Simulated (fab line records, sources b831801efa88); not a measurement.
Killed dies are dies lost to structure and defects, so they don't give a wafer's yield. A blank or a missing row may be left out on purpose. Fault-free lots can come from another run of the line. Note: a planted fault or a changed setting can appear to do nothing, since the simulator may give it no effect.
A lot that was struck, set against a sound lot / flow sfq_line / 19 out of 325 route steps
Sound: these wafers, L750.1, L750.5, L750.6. Struck: wafer L754.4 (L754.3, L754.5, from the same lot, were not struck and are left out); the cause is given at the end.
Per side, at each step with rows, come the tool, then ch with its chambers, and then its first start. Under that, the readings that differ: sound wafers / struck wafers / difference of the means / sigmas: that difference in standard deviations of wafers without a fault.
alike: readings whose means differ by less than 2 such deviations, and words and numbers that are the same on both sides. not compared: withheld readings, readings that some wafer has no value for, bounds like >300 that may hide the same value, and numbers for which the record gives no deviation and whose values overlap.
A row with sigmas, a row that says differs or no value, or rows on one side alone: a step with any of these is where the two part. Non-overlapping numbers with no deviation appear without sigmas and do not part them. Lack of a reading on every wafer of one side parts them only where that side has two or more wafers.

SFQ_M2_OVL_MEAS_916:
  struck on overlay-01, day 38 03:49; sound on overlay-02, day 36 14:37
  alike: M2_OVL
SFQ_TRILAYER_M2_BARC_OPEN_METAL_ETCH_077: etches BARC in O2, target depth 125 nm, time 41.7 s.
  sound on rie_metal-02 ch 0,1, day 36 14:39; struck on rie_metal-02 ch 0, day 38 03:52
  alike: drypump_motor_current_A, oes_product_au
  not compared: rf_hours_counter_h
SFQ_TRILAYER_M2_ETCH_METAL_ETCH_060: etches Nb in Cl2/Ar, stops on SiO2, target depth 240 nm, time 120 s.
  sound on rie_metal-02 ch 0,1, day 36 14:42; struck on rie_metal-02 ch 0, day 38 03:57
  alike: drypump_motor_current_A, oes_product_au
  not compared: rf_hours_counter_h
then, 2 steps without rows for these wafers: SFQ_TRILAYER_M2_STRIP_STRIP_061 (strips in O2); SFQ_TRILAYER_M2_STRIP_SOLV_CLEAN_062 (cleans in NMP, time 600 s).
SFQ_TRILAYER_I2_DEP_PECVD_063: deposits SiO2 from SiH4/N2O, time 111.11 s, target thk 500 nm.
  sound on pecvd-04 ch 0,2, day 36 15:47; struck on pecvd-03 ch 1, day 38 04:48
reading=heater_power_w (W); sound=69 76 69; struck=113; difference=+42; sigmas=+2
  alike: throttle_valve_pct
SFQ_TRILAYER_I2_CMP_CMP_064: polishes SiO2.
  sound on cmp-02 ch 0,1, day 36 17:23; struck on cmp-01 ch 2, day 38 05:23
  alike: motor_current_A, slurry_filter_dp_kPa, time_to_endpoint_s
SFQ_I2_BOW_MEAS_917:
  struck on film_metro-04, day 38 07:55; sound on film_metro-04, day 36 19:53
  alike: I2_BOW
SFQ_TRILAYER_I2_METRO_MEASURE_065:
  struck on film_metro-04, day 38 08:24; sound on film_metro-04, day 36 20:00
  alike: thk_nm
then, 3 steps without rows for these wafers: SFQ_TRILAYER_I2_VIA_LITHO_COAT_072 (resist thk 62 nm); SFQ_TRILAYER_I2_VIA_LITHO_COAT_067 (resist thk 650 nm); SFQ_TRILAYER_I2_VIA_LITHO_SOFTBAKE_071.
-- the record jumps here: 6 days lie between the struck wafers' starts before and after --
SFQ_TRILAYER_I2_VIA_LITHO_EXPOSE_068: exposes mask I2, target cd 500 nm.
  sound on krf_scanner-02 ch 0, day 42 19:41; struck on krf_scanner-01 ch 0, day 44 15:25
  alike: mask
then, 2 steps without rows for these wafers: SFQ_TRILAYER_I2_VIA_LITHO_PEB_070 (peb time 60 s); SFQ_TRILAYER_I2_VIA_LITHO_DEVELOP_069 (time 60 s).
SFQ_I2_OVL_MEAS_918:
  struck on overlay-02, day 44 16:31; sound on overlay-01, day 42 21:11
  alike: I2_OVL
SFQ_TRILAYER_I2_VIA_BARC_OPEN_VIA_ETCH_096: etches BARC in O2, target depth 125 nm, time 41.7 s.
  sound on rie_diel-03 ch 0,3, day 42 21:13; struck on rie_diel-01 ch 0, day 44 16:33
reading=model.I2.cd_nm (nm); sound=500 498.7 500.2; struck=505.1; difference=+5.5; sigmas=
  alike: drypump_motor_current_A, oes_product_au
  not compared: rf_hours_counter_h
SFQ_TRILAYER_I2_VIA_ETCH_VIA_ETCH_070: etches SiO2 in CHF3, stops on Nb, target depth 260 nm.
  sound on rie_diel-03 ch 0,3, day 42 21:16; struck on rie_diel-01 ch 0, day 44 16:35
reading=model.I2.cd_nm (nm); sound=500.8 496.5 500.2; struck=504.6; difference=+5.4; sigmas=
  alike: drypump_motor_current_A, oes_product_au
then, 1 step without rows for these wafers: SFQ_TRILAYER_I2_VIA_STRIP_STRIP_071 (strips in O2).

## WHERE THEY PART
Within this record, at SFQ_TRILAYER_I2_DEP_PECVD_063 only. Later steps at which nothing parts them and some readings are alike: SFQ_TRILAYER_I2_CMP_CMP_064, SFQ_I2_BOW_MEAS_917, SFQ_TRILAYER_I2_METRO_MEASURE_065, SFQ_TRILAYER_I2_VIA_LITHO_EXPOSE_068, SFQ_I2_OVL_MEAS_918, SFQ_TRILAYER_I2_VIA_BARC_OPEN_VIA_ETCH_096, SFQ_TRILAYER_I2_VIA_ETCH_VIA_ETCH_070.

WHY: whatever the simulator had introduced
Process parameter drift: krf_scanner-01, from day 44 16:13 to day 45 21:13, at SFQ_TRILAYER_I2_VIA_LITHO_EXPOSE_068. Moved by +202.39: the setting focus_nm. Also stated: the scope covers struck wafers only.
